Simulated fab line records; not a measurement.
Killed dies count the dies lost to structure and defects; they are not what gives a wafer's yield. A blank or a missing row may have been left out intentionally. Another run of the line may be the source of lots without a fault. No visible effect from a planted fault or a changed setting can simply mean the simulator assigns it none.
fab line records | flow sky130
[record] lots = 12 wafers = 36 last_day = 50
route steps=708 shown VIA2@519 CAPM@545 PAD_OPEN@708
lots that met no fault: from a run of the same line without faults
start_h: hours from the record's first day to the start of the lot's first wafer shown | wait_h: hours elapsed since this lot's preceding step | " as in the row above | L1.1+2: a single row standing in for several wafers | - value missing, or start not given | * or withheld: withheld | < > ~ a bound
route shown NAME@n: a module of which the file shows steps, and the number in the route of the first | usual: mean/standard deviation taken from wafers without a fault | same: alike in all rows | chamber/n: place in a boat | sites: each site's reading | _std_site: the standard deviation of these | _edge_site: inner sites' mean taken away from outer sites' mean | radius_mm: for every site, how far away it sits from the centre of the wafer | mask NAME#n: copy n | behind: the most recent tool/chamber to have shaped the wafer | hold: the reason the lot was held/the length of the hold in hours/how it ended | device: the transistor (n, p or np) that didn't switch | end of line: at the end of the route, the tests of the same wafers | where a step has no rows: the recipe by itself | killed: dies that structure and defects cost at the first sort, which is not the same as the wafer's yield | map: the dies of a wafer, with x for killed, . for not killed, _ for no die there
set.NAME: the setting that was run; set.NAME@STEP: the one run at that earlier step | model.NAME: the simulator's own value behind a step, which no gauge read
the route's steps for a sample of lots (tables are steps, rows are wafers)
services: a tool's chamber out of use, with start hour (start_h, from the record's first day; less than 0 if before it), hours out, and reason
[[steps]]
[step SKY_VIA2_CD_MEAS_12]
[recipe] target_cd_nm = 200
[usual] cd_nm = 199.9/1.3
// columns lot.wafer tool chamber start_h wait_h cd_nm
L606.1 cd_sem-02 - 850.84 - 200.9
L606.5 " - " " 200.5
L606.6 " - " " 200.4
L607.4 cd_sem-01 - 860.20 - 199.3
L607.5 " - " " 200.1
L607.6 " - " " 199.8
L609.3 cd_sem-02 - 864.68 - 199.9
L609.5 " - " " 197.7
L609.6 " - " " 198.3
L610.3 cd_sem-01 - 883.73 - 200.2
L610.4 " - " " 200.3
L610.5 " - " " 201.2
L611.3 cd_sem-01 - 884.91 - 201.4
L611.4 " - " " 201.1
L611.5 " - " " 200.8
L613.4 cd_sem-01 - 891.58 - 199.1
L613.5 " - " " 199.7
L613.6 " - " " 199.1
L614.3 cd_sem-02 - 910.11 - 199.6
L614.4 " - " " 200.8
L614.6 " - " " 201.1
L615.1 cd_sem-02 - 915.69 - 198.8
L615.2 " - " " 198.8
L615.6 " - " " 199.5
L620.1 cd_sem-01 - 952.34 - 198.9
L620.3 " - " " 199.2
L620.4 " - " " 198.4
L621.1 cd_sem-01 - 973.37 - 200.4
L621.4 " - " " 201.3
L621.5 " - " " 201.8
L622.2 cd_sem-01 - 976.41 - 199.6
L622.3 " - " " 199.4
L622.5 " - " " 198.9
L625.1 cd_sem-02 - 1000.49 - 198.7
L625.3 " - " " 198.9
L625.5 " - " " 198.3
[step SKY_VIA2_OVL_MEAS_13]
[usual] VIA2_OVL = -2/6
// columns lot.wafer tool chamber start_h wait_h VIA2_OVL[nm]
L606.1 overlay-02 - 850.96 0.1 -6
L606.5 " - " " -2
L606.6 " - " " -4
L607.4 overlay-02 - 860.28 0.1 -4
L607.5 " - " " -5
L607.6 " - " " -1
L609.3 overlay-02 - 864.77 0.1 -17
L609.5 " - " " -11
L609.6 " - " " -4
L610.3 overlay-01 - 883.82 0.1 -13
L610.4 " - " " -7
L610.5 " - " " -10
L611.3 overlay-02 - 885.00 0.1 1
L611.4 " - " " 0
L611.5 " - " " -2
L613.4 overlay-02 - 891.66 0.1 -5
L613.5 " - " " -11
L613.6 " - " " -3
L614.3 overlay-01 - 910.20 0.1 -4
L614.4 " - " " -8
L614.6 " - " " -4
L615.1 overlay-01 - 915.81 0.1 -1
L615.2 " - " " 14
L615.6 " - " " 7
L620.1 overlay-01 - 952.46 0.1 -1
L620.3 " - " " -3
L620.4 " - " " 1
L621.1 overlay-01 - 973.49 0.1 -2
L621.4 " - " " 7
L621.5 " - " " -6
L622.2 overlay-02 - 976.52 0.1 4
L622.3 " - " " -4
L622.5 " - " " 9
L625.1 overlay-01 - 1000.61 0.1 7
L625.3 " - " " 4
L625.5 " - " " 3
[step SKY_CAPM_SOFTBAKE_08]
[recipe] temp_c = 90 time_s = 60 resist = NOVOLAK
[usual] heater_power_total_W = 56.60/0.046 plate_temp_C = 90.01/0.13
// columns lot.wafer tool chamber start_h wait_h heater_power_total_W plate_temp_C
L606.1 litho_track-02 0 865.34 0.1 56.57 90.06
L606.5 " 0 " " 56.57 90.09
L606.6 " 0 " " 56.60 90.02
L607.4 litho_track-02 0 875.01 0.1 56.55 90.07
L607.5 " 0 " " 56.58 89.94
L607.6 " 0 " " 56.62 90.01
L609.3 litho_track-04 0 879.24 0.1 56.66 90.22
L609.5 " 0 " " 56.61 89.89
L609.6 " 0 " " 56.63 90.22
L610.3 litho_track-04 0 898.24 0.1 56.65 90.06
L610.4 " 0 " " 56.57 90.04
L610.5 " 0 " " 56.55 89.95
L611.3 litho_track-02 0 899.14 0.1 56.64 90.20
L611.4 " 0 " " 56.55 90.28
L611.5 " 0 " " 56.56 90.01
L613.4 litho_track-04 0 906.37 0.1 56.63 89.84
L613.5 " 0 " " 56.59 89.75
L613.6 " 0 " " 56.63 89.95
L614.3 litho_track-02 0 924.49 0.1 56.56 90.24
L614.4 " 0 " " 56.57 90.20
L614.6 " 0 " " 56.65 90.04
L615.1 litho_track-02 0 929.29 0.1 56.52 89.85
L615.2 " 0 " " 56.55 90.08
L615.6 " 0 " " 56.55 90.27
L620.1 litho_track-04 0 966.69 0.1 55.11 88.29
L620.3 " 0 " " 55.07 88.22
L620.4 " 0 " " 55.13 88.39
L621.1 litho_track-04 0 987.44 0.1 55.10 88.54
L621.4 " 0 " " 54.99 88.37
L621.5 " 0 " " 55.12 88.36
L622.2 litho_track-02 0 990.21 0.1 56.64 89.89
L622.3 " 0 " " 56.57 89.90
L622.5 " 0 " " 56.66 89.82
L625.1 litho_track-01 0 1014.01 0.1 56.56 89.95
L625.3 " 0 " " 56.63 89.92
L625.5 " 0 " " 56.53 89.80
[step SKY_CAPM_METAL_ETCH_13]
[recipe] target_depth_nm = 220 stop_on = SiO2 chemistry = Cl2/BCl3 target = TiN pressure_mtorr = 10 icp_w = 900 bias_w = 48.5 Cl2_flow_sccm = 60 bcl3_flow_sccm = 30 time_s = 62.9
[usual] drypump_motor_current_A = 5.4/0.52 oes_product_au = 0.943/0.0079 throttle_valve_pct = 21.901/0.01
// columns lot.wafer tool chamber start_h wait_h drypump_motor_current_A oes_product_au rf_hours_counter_h throttle_valve_pct
L606.1 rie_metal-02 0 877.65 0.0 5.0 0.949 9 21.886
L606.5 " 1 " " 6.1 0.951 - 21.914
L606.6 " 0 " " 5.0 0.948 - 21.903
L607.4 rie_metal-02 0 888.05 0.0 5.0 0.939 - 21.898
L607.5 " 1 " " 6.1 0.952 - 21.892
L607.6 " 0 " " 5.0 0.942 - 21.904
L609.3 rie_metal-02 0 892.10 0.0 5.0 0.934 - 21.907
L609.5 " 1 " " 6.1 0.955 - 21.907
L609.6 " 0 " " 5.0 0.942 - 21.906
L610.3 rie_metal-01 0 910.75 0.0 5.9 0.948 - 21.898
L610.4 " 1 " " 5.3 0.943 - 21.882
L610.5 " 0 " " 5.9 0.946 - 21.899
L611.3 rie_metal-03 1 911.90 0.0 4.7 0.955 - 21.898
L611.4 " 0 " " 5.6 0.948 - 21.903
L611.5 " 1 " " 4.7 0.955 - 21.900
L613.4 rie_metal-03 1 919.02 0.0 4.7 0.939 - 21.900
L613.5 " 0 " " 5.6 0.936 - 21.903
L613.6 " 1 " " 4.7 0.939 - 21.920
L614.3 rie_metal-01 1 937.15 0.0 5.3 0.942 - 21.911
L614.4 " 0 " " 5.9 0.942 - 21.897
L614.6 " 0 " " 5.9 0.941 - 21.909
L615.1 rie_metal-02 0 941.92 0.0 5.0 0.941 12 21.888
L615.2 " 1 " " 6.1 0.947 11 21.896
L615.6 " 0 " " 5.0 0.936 - 21.882
L620.1 rie_metal-02 0 978.55 0.0 5.0 0.950 14 21.887
L620.3 " 0 " " 5.0 0.945 - 21.901
L620.4 " 1 " " 6.1 0.926 - 21.903
L621.1 rie_metal-02 0 999.05 0.0 5.0 0.955 15 21.895
L621.4 " 0 " " 5.0 0.943 - 21.901
L621.5 " 1 " " 6.1 0.943 - 21.912
L622.2 rie_metal-03 0 1001.25 0.0 5.6 0.944 5 21.902
L622.3 " 0 " " 5.6 0.941 - 21.888
L622.5 " 1 " " 4.7 0.948 - 21.902
L625.1 rie_metal-03 1 1025.15 0.0 4.7 0.943 13 21.892
L625.3 " 1 " " 4.7 0.947 - 21.895
L625.5 " 0 " " 5.6 0.948 - 21.910
[step SKY_PAD_OPEN_PROBE_99]
[usual] defect_limited_yield = 82.6/1.8 killed_at_M0_to_M3 = 44/6.3 killed_at_M4_up = 2.8/1.7 killed_at_contacts = 25/5.8 killed_at_front_end = 14/4.4 killed_at_other = 0.3/0.49 killed_dies = 86/8.7 killed_open = 48/5.8 killed_short = 38/6 sort_bin_3_pad_short = 0.8/0.39 sort_bin_5_function = 10.4/1.4 sort_bin_6_memory = 6.2/1.1 sort_bin_8_speed = 0.00/0.017 sort_n_pass = 406/8.7 sort_yield_pct = 82.6/1.8
[same] gross_dies = 492 killed_at_back_side = 0 sort_bin_4_leakage[%] = 0
// columns lot.wafer tool chamber start_h wait_h defect_limited_yield[%] killed_at_M0_to_M3 killed_at_M4_up killed_at_contacts killed_at_front_end killed_at_other killed_dies killed_open killed_short sort_bin_3_pad_short[%] sort_bin_5_function[%] sort_bin_6_memory[%] sort_bin_8_speed[%] sort_n_pass sort_yield_pct[%]
L606.1 prober-02 - 1076.75 0.1 81.7 46 3 23 18 0 90 51 39 0.6 12.6 5.1 0 402 81.7
L606.5 prober-02 - 1076.95 0.2 84.1 42 2 24 10 0 78 43 35 0.8 11.2 3.9 0 414 84.1
L606.6 prober-02 - 1077.00 0.2 77.6 54 6 24 26 0 110 60 50 0.8 12.8 8.7 0 382 77.6
L607.4 prober-02 - 1086.49 0.2 80.7 47 3 32 13 0 95 53 42 0.6 12.0 6.7 0 397 80.7
L607.5 prober-02 - 1086.54 0.2 83.5 41 0 24 16 0 81 44 37 0.8 8.9 6.7 0 411 83.5
L607.6 prober-02 - 1086.59 0.2 80.9 50 3 23 17 1 94 51 43 0.8 10.6 7.7 0 398 80.9
L614.3 prober-02 - 1124.56 0.2 81.7 27 5 37 21 0 90 47 43 0.2 12.4 5.7 0 402 81.7
L614.4 prober-02 - 1124.61 0.2 80.7 39 6 35 15 0 95 50 45 0.8 10.4 8.1 0 397 80.7
L614.6 prober-02 - 1124.71 0.2 81.7 41 1 31 17 0 90 56 34 1.6 9.6 7.1 0 402 81.7
L620.1 prober-02 - 1159.03 0.1 84.6 41 1 16 17 1 76 43 33 1.0 7.7 6.7 0 416 84.6
L620.3 prober-02 - 1159.13 0.2 85.0 36 3 20 15 0 74 43 31 0.4 8.7 5.9 0 418 85.0
L620.4 prober-02 - 1159.18 0.2 81.3 41 2 29 20 0 92 50 42 1.2 12.0 5.5 0 400 81.3
// killed by level:class
L606.1 CONTACT:geometric_particle:open=10 VIA1:geometric_particle:open=10 METAL2:geometric_particle:short=9 METAL1:geometric_particle:short=8 POLY_GATE:geometric_particle:open=7 VIA1:geometric_particle:short=5 CONTACT:geometric_particle:short=4 LI_CONTACT:geometric_particle:open=4
L606.5 CONTACT:geometric_particle:open=10 METAL2:geometric_particle:short=8 VIA1:geometric_particle:open=7 VIA2:geometric_particle:open=7 LOCAL_INTERCONNECT:geometric_particle:short=6 VIA3:geometric_particle:open=6 POLY_GATE:geometric_particle:short=5 LI_CONTACT:geometric_particle:open=5
L606.6 FIELD_ISO:geometric_particle:open=10 VIA1:geometric_particle:short=10 VIA3:geometric_particle:open=9 CONTACT:geometric_particle:open=8 VIA1:geometric_particle:open=8 METAL2:geometric_particle:short=7 VIA2:geometric_particle:open=6 CONTACT:geometric_particle:short=6
L607.4 CONTACT:geometric_particle:open=14 VIA1:geometric_particle:open=12 METAL1:geometric_particle:short=10 VIA1:geometric_particle:short=7 LI_CONTACT:geometric_particle:open=7 CONTACT:geometric_particle:short=6 POLY_GATE:geometric_particle:short=5 VIA2:geometric_particle:open=4
L607.5 VIA1:geometric_particle:open=13 LI_CONTACT:geometric_particle:open=9 VIA1:geometric_particle:short=8 VIA3:geometric_particle:open=6 POLY_GATE:geometric_particle:short=5 CONTACT:geometric_particle:open=5 POLY_GATE:geometric_particle:open=4 LOCAL_INTERCONNECT:geometric_particle:short=4
L607.6 CONTACT:geometric_particle:open=11 VIA1:geometric_particle:open=8 FIELD_ISO:geometric_particle:short=7 METAL1:geometric_particle:short=7 VIA3:geometric_particle:open=6 VIA1:geometric_particle:short=6 VIA2:geometric_particle:open=6 LI_CONTACT:geometric_particle:open=5
L614.3 CONTACT:geometric_particle:open=15 LI_CONTACT:geometric_particle:open=8 CONTACT:geometric_particle:short=7 FIELD_ISO:geometric_particle:short=5 POLY_GATE:geometric_particle:short=5 POLY_GATE:geometric_particle:open=5 LI_CONTACT:geometric_particle:short=5 VIA1:geometric_particle:open=5
L614.4 CONTACT:geometric_particle:open=13 FIELD_ISO:geometric_particle:short=9 LI_CONTACT:geometric_particle:open=9 VIA1:geometric_particle:open=8 LOCAL_INTERCONNECT:geometric_particle:short=6 VIA3:geometric_particle:open=6 CONTACT:geometric_particle:short=4 VIA1:geometric_particle:short=4
L614.6 VIA3:geometric_particle:open=12 LI_CONTACT:geometric_particle:open=10 CONTACT:geometric_particle:open=10 VIA1:geometric_particle:open=8 CONTACT:geometric_particle:short=6 POLY_GATE:geometric_particle:open=5 METAL1:geometric_particle:short=5 FIELD_ISO:geometric_particle:open=4
L620.1 VIA1:geometric_particle:open=9 FIELD_ISO:geometric_particle:open=5 CONTACT:geometric_particle:short=5 VIA2:geometric_particle:open=5 LI_CONTACT:geometric_particle:open=4 CONTACT:geometric_particle:open=4 METAL1:geometric_particle:short=4 VIA1:geometric_particle:short=4
L620.3 LI_CONTACT:geometric_particle:open=8 METAL1:geometric_particle:short=7 CONTACT:geometric_particle:open=7 VIA1:geometric_particle:open=7 FIELD_ISO:geometric_particle:open=6 VIA3:geometric_particle:open=5 FIELD_ISO:geometric_particle:short=4 VIA2:geometric_particle:open=4
L620.4 CONTACT:geometric_particle:open=16 VIA1:geometric_particle:open=11 POLY_GATE:geometric_particle:short=7 METAL1:geometric_particle:short=7 METAL2:geometric_particle:short=6 VIA3:geometric_particle:open=6 LI_CONTACT:geometric_particle:open=5 FIELD_ISO:geometric_particle:short=4
[[services]]
// columns tool chamber start_h hours kind
rie_metal-01 - 864.23 1.4 pm
rie_metal-03 0 883.55 - clean
rie_metal-03 0 883.55 19.7 scheduled_down
rie_metal-03 0 883.55 19.7 vent_cycle
[[key]]
[first_sign] step = SKY_CAPM_SOFTBAKE_08 reading = heater_power_total_W direction = down sigmas = 33 usual = * struck = *
[effect] step = SKY_CAPM_SOFTBAKE_08 reading = plate_temp_C direction = down sigmas = 12 usual = * struck = *
met_at SKY_CAPM_SOFTBAKE_08
struck_lots L620,L621
not_acting_at SKY_VIA2_CD_MEAS_12,SKY_VIA2_OVL_MEAS_13,SKY_CAPM_METAL_ETCH_13
onset_between 906.37 966.69
[fault] kind = process_parameter_drift tool = litho_track-04 chamber = - onset_h = 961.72 steps = SKY_CAPM_SOFTBAKE_08 channel = temp_c offset = * shape = step end_h = 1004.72 acts_in = * stated = *
